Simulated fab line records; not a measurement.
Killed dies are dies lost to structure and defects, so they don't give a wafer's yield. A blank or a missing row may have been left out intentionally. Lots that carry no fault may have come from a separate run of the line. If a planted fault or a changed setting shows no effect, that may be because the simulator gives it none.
One fault through the eyes of 2 desks -- flow sky130 -- every desk sees just its own numbers, and what lay behind them comes last

== FOR THE TOOL OWNER'S DESK: plasma asher-03 ==
The tool's own readings at SKY_NWELL_STRIP_14 (strips in O2/N2): means of the sampled wafers that have a number, for each lot that ran on this tool. The brackets show how far a lot's mean lies from the usual mean; more than 4 standard deviations puts the lot out of limits, marked OUT.
Columns: A = drypump motor current A at SKY_NWELL_STRIP_14, usual 5.7 A; B = oes product au at SKY_NWELL_STRIP_14, usual 0.723 a.u.; C = strip time to endpoint s at SKY_NWELL_STRIP_14, usual 36.93 s
lot,first seen here,A,B,C
L713,day 5 03:19,5.3,0.725,37.01
L726,day 8 03:51,5.3,0.724,36.84
L729,day 9 00:40,5.5,0.722,36.93
L731,day 9 10:55,5.4,0.720,36.93
This desk's finding: nothing out of limits on any of the 4 lots.

== THE METROLOGY DESK ==
Means of the sampled wafers that have a number, per lot and without regard to the tool the lot ran on: this is what the gauges read. The brackets show how far a lot's mean lies from the usual mean; more than 4 standard deviations puts the lot out of limits, marked OUT.
Columns: A = CAP2M_TIN_RS at SKY_CAP2M_RS_MEAS_03, usual 6.88 ohm/sq
lot,first seen here,A
L713,day 40 19:11,6.89
L716,day 41 15:35,6.90
L718,day 42 03:30,6.90
L719,day 42 13:56,6.93
L720,day 42 15:40,6.83
L721,day 43 00:50,6.80
L724,day 43 18:10,6.99
L725,day 44 01:55,6.87
L726,day 44 10:47,6.90
L729,day 45 01:16,6.85
L730,day 45 03:07,6.92
L731,day 45 09:37,6.90
L734,day 46 03:05,6.93
This desk's finding: nothing out of limits on any of the 13 lots.

== TAKEN TOGETHER ==
The tool owner's desk saw nothing out of limits.
From the metrology desk's view, nothing was out of limits.

== WHAT WAS PUT IN BY THE SIMULATOR ==
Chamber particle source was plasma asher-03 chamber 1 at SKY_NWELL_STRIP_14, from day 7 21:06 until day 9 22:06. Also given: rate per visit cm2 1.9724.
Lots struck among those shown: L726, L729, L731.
